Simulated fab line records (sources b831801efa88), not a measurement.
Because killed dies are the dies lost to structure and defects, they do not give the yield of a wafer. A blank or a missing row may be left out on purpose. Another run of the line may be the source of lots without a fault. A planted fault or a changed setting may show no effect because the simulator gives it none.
Code-filled problem report in 8D (eight disciplines) form -- flow sky130 -- the parts of the form that need people (team, actions taken, sign-off) are left out

== 1. WHAT IS WRONG ==
Wafers free of any fault read 1627 nm (standard deviation 23) for VIA3_HDPCVD_THK at SKY_VIA3_THK_MEAS_01, against a mean of 1293 nm on 2 wafers of 2 lots. That is -15 standard deviations from the usual mean.
Seen first at day 43 16:59 on film_metro-03, wafer L977.6. At this step, 42 wafers from 14 lots have a number in the record. Rule for "out" (also "out of limits"): further than 4 standard deviations from the usual mean. The rest of the wafers with a number are treated as sound.

== 2. WHAT THIS IS AND IS NOT ==
question,is,is not
which readings at this step,VIA3_HDPCVD_THK,-
which lots,"L977, L979","L964, L965, L966, L967, L969, L970, L971, L972, L974, L980, L982, L985"
which wafers of those lots,"L977.6, L979.1","L977.3, L977.5, L979.2, L979.5"
read on which gauges,film_metro-03,"film_metro-02, film_metro-04"
when,from day 43 16:59,"up to then (29 sound wafers); but 11 sound wafers of L979, L980, L982, L985 came after"

== 3. THE SUSPECTS, EACH WITH WHAT RULES IT OUT ==
Counting: a tool at a process step up to the reading stays a suspect if it ran every lot that is out. Sound lots after the first of them don't rule it out here, since some wafers of a struck lot are sound.
- the gauge at SKY_VIA3_THK_MEAS_01: ruled out. All the wafers that are out were read on film_metro-03, but those of them that SKY_VIA3_ETCH_15 has rows for are out there too, on other tools.
- hdpcvd-01 at SKY_VIA3_HDPCVD_00 (deposits SiO2, target thk 1635 nm, time 272.5 s): kept. Ran every lot that is out, first one L977 (day 43 16:47); last sound lot up to then L974 (day 42 07:10).
Remaining after the count: hdpcvd-01 at SKY_VIA3_HDPCVD_00.

== 4. THE CAUSE (what the simulator had put in) ==
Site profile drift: hdpcvd-01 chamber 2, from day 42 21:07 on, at SKY_VIA3_HDPCVD_00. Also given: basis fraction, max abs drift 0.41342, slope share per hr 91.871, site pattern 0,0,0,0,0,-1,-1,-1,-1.
Only this tool survived the counting.

== 5. THE EFFECT CHAIN, in route order ==
Each row: a reading where the mean over the struck wafers with a number is more than 3 standard deviations away from the usual. Only readings for which the record gives a usual standard deviation are gone through. hours: the time from each lot's start at the first step in this table that gives one to its start at this step, as a median over the lots. sigmas: the change in usual standard deviations.
hours,step,reading,usual,on struck wafers,change,sigmas
0,SKY_VIA3_THK_MEAS_01,VIA3_HDPCVD_THK,1627 nm,1293,-334,-15
23,SKY_VIA3_ETCH_15,oes_product_au,0.946 a.u.,0.726,-0.220,-48
The process steps in it:
- SKY_VIA3_ETCH_15: etches SiO2 in C4F8/O2/Ar, stops on TiN, target depth 507 nm, time 78 s.

== 6. WHAT WOULD HAVE CAUGHT IT SOONER ==
In this record the first reading out of limits at a measuring or inspecting step was taken at day 43 16:59, 20 hours after the fault began at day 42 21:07.
L979, from the lots that are out (2), started SKY_VIA3_HDPCVD_00 on hdpcvd-01 later than day 43 16:59. It would have been spared by a hold on the tool at that moment.
